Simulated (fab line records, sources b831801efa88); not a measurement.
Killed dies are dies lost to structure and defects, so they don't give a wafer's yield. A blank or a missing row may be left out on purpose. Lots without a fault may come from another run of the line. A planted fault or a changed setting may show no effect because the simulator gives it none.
Which tool did it? | flow sky130 | 6 lots, 18 wafers sampled, at 2 steps of a route of 708

WHAT THE GAUGES READ, wafer by wafer
SKY_METAL4_OVL_MEAS_14.
lot  | measured     | on         | METAL4_OVL (nm)
L510 | day 42 15:32 | overlay-01 | -5 2 -2
L515 | day 43 17:05 | overlay-02 | -6 0 7
L522 | day 45 13:41 | overlay-01 | 8 3 11
L525 | day 46 08:32 | overlay-02 | -2 -7 10
L528 | day 47 03:56 | overlay-01 | 6 -1 0
L529 | day 47 13:36 | overlay-02 | -4 -5 -6

WHICH TOOL RAN EACH LOT (tool, then ch and the chambers of the sampled wafers, then the start)
lot  | SKY_LOCAL_INTERCONNECT_CLEAN_18
L510 | wet_bench-01 ch 0, day 31 07:49
L515 | wet_bench-04 ch 2, day 32 15:04
L522 | wet_bench-02 ch 1, day 34 20:48
L525 | wet_bench-04 ch 2, day 35 17:50
L528 | wet_bench-02 ch 3, day 37 00:05
L529 | wet_bench-01 ch 3, day 37 11:21
- SKY_LOCAL_INTERCONNECT_CLEAN_18: cleans in O3/DIW.

THE ANSWER, worked out from the rows above alone
Rule: what is usual is taken from the lots themselves. Put in order of their means at a reading, lots are off if they are a third of the lots or fewer, leave a main group of 4 or more, and stand apart from it by a gap of 3 or more times the standard deviation of the main group's means; of several such gaps the widest counts. A main group whose means are all the same, to the digits that the tables above print for the reading, isn't used. A lot without any number at a reading at which 4 lots or more have one is off too. The other lots that the step has rows for count as sound.
No lot is off at any reading shown: from this, nothing can be told.

WHAT THE SIMULATOR HAD PUT IN
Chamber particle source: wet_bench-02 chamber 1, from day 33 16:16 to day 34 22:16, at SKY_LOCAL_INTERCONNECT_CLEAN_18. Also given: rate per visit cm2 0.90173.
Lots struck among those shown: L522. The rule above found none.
